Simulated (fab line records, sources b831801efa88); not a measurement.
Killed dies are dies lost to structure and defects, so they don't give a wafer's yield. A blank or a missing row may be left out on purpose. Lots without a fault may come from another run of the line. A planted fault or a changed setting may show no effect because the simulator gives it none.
Which tool did it? | flow sky130 | 7 lots, 21 wafers sampled, at 1 step of a route of 708

WHAT THE GAUGES READ, wafer by wafer
SKY_GATE_OXIDE_TW_MEAS_14.
lot  | measured     | on            | GATE_OXIDE_TW
L843 | day 14 10:23 | film_metro-02 | 227.9 226.5 227.5
L847 | day 16 06:13 | film_metro-02 | 226.5 225.6 226.4
L851 | day 17 05:23 | film_metro-01 | 224.3 224.6 223.9
L853 | day 17 18:32 | film_metro-02 | 225.7 225.9 226.4
L856 | day 18 16:41 | film_metro-01 | 224.1 224.2 222.4
L863 | day 21 01:26 | film_metro-03 | 225.0 225.0 225.1
L865 | day 21 22:57 | film_metro-01 | 222.5 223.7 223.8

WHICH TOOL RAN EACH LOT (tool, then ch and the chambers of the sampled wafers, then the start)
The record holds no process step before these readings.

THE ANSWER, worked out from the rows above alone
Rule: what is usual is taken from the lots themselves. Put in order of their means at a reading, lots are off if they are a third of the lots or fewer, leave a main group of 4 or more, and stand apart from it by a gap of 3 or more times the standard deviation of the main group's means; of several such gaps the widest counts. A main group whose means are all the same, to the digits that the tables above print for the reading, isn't used. A lot without any number at a reading at which 4 lots or more have one is off too. The other lots that the step has rows for count as sound.
No lot is off at any reading shown: from this, nothing can be told.

WHAT THE SIMULATOR HAD PUT IN
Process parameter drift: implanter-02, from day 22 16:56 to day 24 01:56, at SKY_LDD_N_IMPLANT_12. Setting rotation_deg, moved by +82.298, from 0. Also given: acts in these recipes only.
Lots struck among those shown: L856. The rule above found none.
